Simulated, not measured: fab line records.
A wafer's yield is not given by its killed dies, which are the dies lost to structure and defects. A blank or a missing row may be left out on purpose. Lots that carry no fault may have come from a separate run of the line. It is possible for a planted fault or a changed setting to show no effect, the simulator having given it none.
A struck lot beside a sound one | flow sky130 | 20 out of 708 route steps
Sound: these wafers, L417.1, L417.4, L417.5. Struck: wafer L425.4 (left out: L425.3, L425.5 of the same lot, which were not struck); the cause appears at the end.
Each step with rows lists, per side, the tool, then ch with its chambers, then its first start. Under that, the readings that differ: sound wafers | struck wafers | difference of the means | sigmas: that difference in standard deviations of wafers without a fault.
alike: readings with means less than 2 such deviations apart, plus words and numbers identical on both sides. not compared: withheld readings, readings lacking a value on some wafer, bounds such as >300 that could conceal the same value, and numbers that have no deviation in the record and whose values overlap.
Wherever a step has rows on one side only, a row that says differs or no value, or a row with sigmas, the two part there. When numbers do not overlap yet have no deviation, they are printed without sigmas and do not part them. A reading missing from all wafers of one side parts the sides only when that side holds two or more wafers.

SKY_CONTACT_THK_MEAS_01:
  sound on film metro-01, day 32 10:04; struck on film metro-02, day 34 21:19
  alike: CONTACT_CVD_00_THK
then, 1 step without rows for these wafers: SKY_CONTACT_HDPCVD_02 (deposits SiO2, target thk 565 nm, time 94.2 s).
SKY_CONTACT_THK_MEAS_03:
  sound on film metro-02, day 32 10:12; struck on film metro-01, day 34 21:27
  alike: CONTACT_HDPCVD_THK
SKY_CONTACT_CMP_04: polishes SiO2.
  sound on cmp-01 ch 1,2, day 32 10:16; struck on cmp-01 ch 1, day 34 21:29
  alike: head pressure psi, motor current A, time to endpoint s
SKY_CONTACT_BOW_MEAS_05:
  sound on film metro-01, day 32 10:34; struck on film metro-02, day 34 21:50
  reading          | sound    | struck | difference | sigmas
  CONTACT_BOW (um) | 88 89 79 | 71     | -14        | -2
then, 7 steps without rows for these wafers: SKY_CONTACT_DEHYDRATE_06 (time 60 s); SKY_CONTACT_HMDS_07 (prime time 60 s); SKY_CONTACT_COAT_08 (resist thk 60 nm); SKY_CONTACT_COAT_09 (resist thk 450 nm); SKY_CONTACT_SOFTBAKE_10 (time 90 s); SKY_CONTACT_EXPOSE_11 (exposes mask CTM1, target cd 170 nm); SKY_CONTACT_PEB_12.
SKY_CONTACT_DEVELOP_13: develop time 60 s.
  sound on litho track-04 ch 0, day 33 13:00; struck on litho track-04 ch 0, day 36 00:00
  alike: exhaust pa
SKY_CONTACT_CD_MEAS_14 targets a cd of 170 nm.
  sound on cd sem-02, day 33 13:46; struck on cd sem-01, day 36 00:13
  reading    | sound             | struck | difference | sigmas
  cd nm (nm) | 170.3 168.4 169.1 | 163.8  | -5.5       | -3
SKY_CONTACT_OVL_MEAS_15:
  sound on overlay-01, day 33 13:53; struck on overlay-02, day 36 00:18
  alike: CONTACT_OVL
SKY_CONTACT_ETCH_16: etches BARC in N2/H2, stops on SiO2, time 45.9 s, target depth 60 nm.
  sound on rie diel-02 ch 0,1,3, day 33 13:55; struck on rie diel-04 ch 2, day 36 00:19
  reading                     | sound           | struck | difference | sigmas
  drypump motor current A (A) | 5.1 5.7 5.7     | 6.6    | +1.1       | +3
  model.CONTACT.cd nm (nm)    | 171.1 169 169.6 | 162.8  | -7.1       |
  alike: n2 flow sccm, oes product au, throttle valve pct
  not compared: rf hours counter h
SKY_CONTACT_ETCH_17: etches SiO2 in C4F8/O2/Ar, stops on Si3N4, target depth 340 nm.
  sound on rie diel-02 ch 0,1,3, day 33 13:58; struck on rie diel-04 ch 2, day 36 00:22
  alike: oes product au
SKY_CONTACT_ETCH_18: etches Si3N4 in CHF3/O2, stops on TiN, time 39 s, target depth 75 nm.
  sound: rie diel-02 ch 0,1,3; struck: rie diel-04 ch 2
  reading                     | sound             | struck | difference | sigmas
  drypump motor current A (A) | 5.1 5.7 5.7       | 6.6    | +1.1       | +3
  model.CONTACT.cd nm (nm)    | 171.6 169.5 168.5 | 162.8  | -7.1       |
  alike: oes product au, throttle valve pct
  not compared: rf hours counter h
SKY_CONTACT_STRIP_19: strips in O2/N2.
  sound on plasma asher-02 ch 0,1, day 33 14:03; struck on plasma asher-03 ch 0, day 36 00:29
  reading                      | sound          | struck | difference | sigmas
  drypump motor current A (A)  | 5.4 5.4 5.5    | 6.5    | +1.1       | +2
  strip time to endpoint s (s) | 3.58 3.60 3.59 | 3.68   | +0.09      | +3
  alike: n2 flow sccm, oes product au
  not compared: rf hours counter h
-- the record jumps here: 13 days lie between the struck wafers' starts before and after (it left off in module CONTACT and takes up again in module PAD_OPEN, whose first step shown is number 708 of the route) --
SKY_PAD_OPEN_PROBE_99:
  sound on prober-02, day 47 08:02; struck on prober-02, day 49 04:49
  reading                       | sound            | struck | difference | sigmas
  killed_at_M0_to_M3            | 40 37 31         | 50     | +14        | +2
  killed_at_M4_up               | 6 1 3            | 8      | +5         | +2
  model.etest.mcon chain.rc ohm | 16.58 16.6 17.12 | 17.98  | +1.21      |
  alike: killed at contacts, killed at front end, killed at other, killed dies, killed open, killed short

## WHERE THEY PART
Earliest at SKY_CONTACT_BOW_MEAS_05; latest, in this record, at SKY_PAD_OPEN_PROBE_99.

WHY: what the simulator had put in
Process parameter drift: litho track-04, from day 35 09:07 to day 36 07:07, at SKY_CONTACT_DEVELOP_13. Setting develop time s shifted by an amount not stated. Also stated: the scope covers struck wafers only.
